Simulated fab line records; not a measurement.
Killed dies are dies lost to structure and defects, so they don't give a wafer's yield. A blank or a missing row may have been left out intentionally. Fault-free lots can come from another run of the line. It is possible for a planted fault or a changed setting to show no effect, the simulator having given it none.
Which tool is to blame? ; flow sky130 ; 18 wafers from 6 lots sampled at 2 of the route's 708 steps

## WHAT THE GAUGES SHOWED, per wafer
SKY_RES_XHIGH_TW_MEAS_09.
lot;measured;on;RES_XHIGH_TW
L481;day 28 02:29;film metro-02;1650 1637 1640
L485;day 28 21:25;film metro-02;1645 1645 1649
L487;day 30 02:46;film metro-02;1634 1635 1637
L490;day 30 13:13;film metro-03;30 30 30
L492;day 31 07:58;film metro-01;1643 1640 1644
L499;day 33 14:50;film metro-03;1622 1622 1634

## TOOL THAT RAN EACH LOT (tool first, then ch and the chambers of the sampled wafers, then the start)
lot;SKY_RES_XHIGH_EXPOSE_04
L481;iline stepper-01 ch 0, day 27 11:07
L485;iline stepper-02 ch 0, day 28 07:44
L487;iline stepper-02 ch 0, day 29 13:16
L490;iline stepper-02 ch 0, day 29 23:44
L492;iline stepper-02 ch 0, day 30 18:12
L499;iline stepper-01 ch 0, day 33 00:44
- SKY_RES_XHIGH_EXPOSE_04: exposes mask URPM, target cd 1270 nm.

## THE ANSWER, worked out from the rows above alone
Rule: what is usual is taken from the lots themselves. The widest of any qualifying gaps counts: lots, ordered by their means at a reading, are off when they make up no more than a third of the lots, leave a main group of 4 or more, and stand apart from it by 3 or more times the standard deviation of that group's means. The tables above print the reading to a certain number of digits; a main group whose means all agree to those digits is not used. Also off: a lot with no number at a reading for which 4 or more lots have one. All remaining lots with rows at the step are treated as sound.
Off: L490, seen at SKY_RES_XHIGH_TW_MEAS_09 (RES_XHIGH_TW). The main group: mean 1638, standard deviation 7.2.
If a tool, at a process step before that reading, ran all the lots that are off and no sound lot after the first of them, it fits. Those tools and the gauges at SKY_RES_XHIGH_TW_MEAS_09 are tried in the same way. Not one of the candidates tried fits.

## WHAT THE SIMULATOR HAD PUT IN
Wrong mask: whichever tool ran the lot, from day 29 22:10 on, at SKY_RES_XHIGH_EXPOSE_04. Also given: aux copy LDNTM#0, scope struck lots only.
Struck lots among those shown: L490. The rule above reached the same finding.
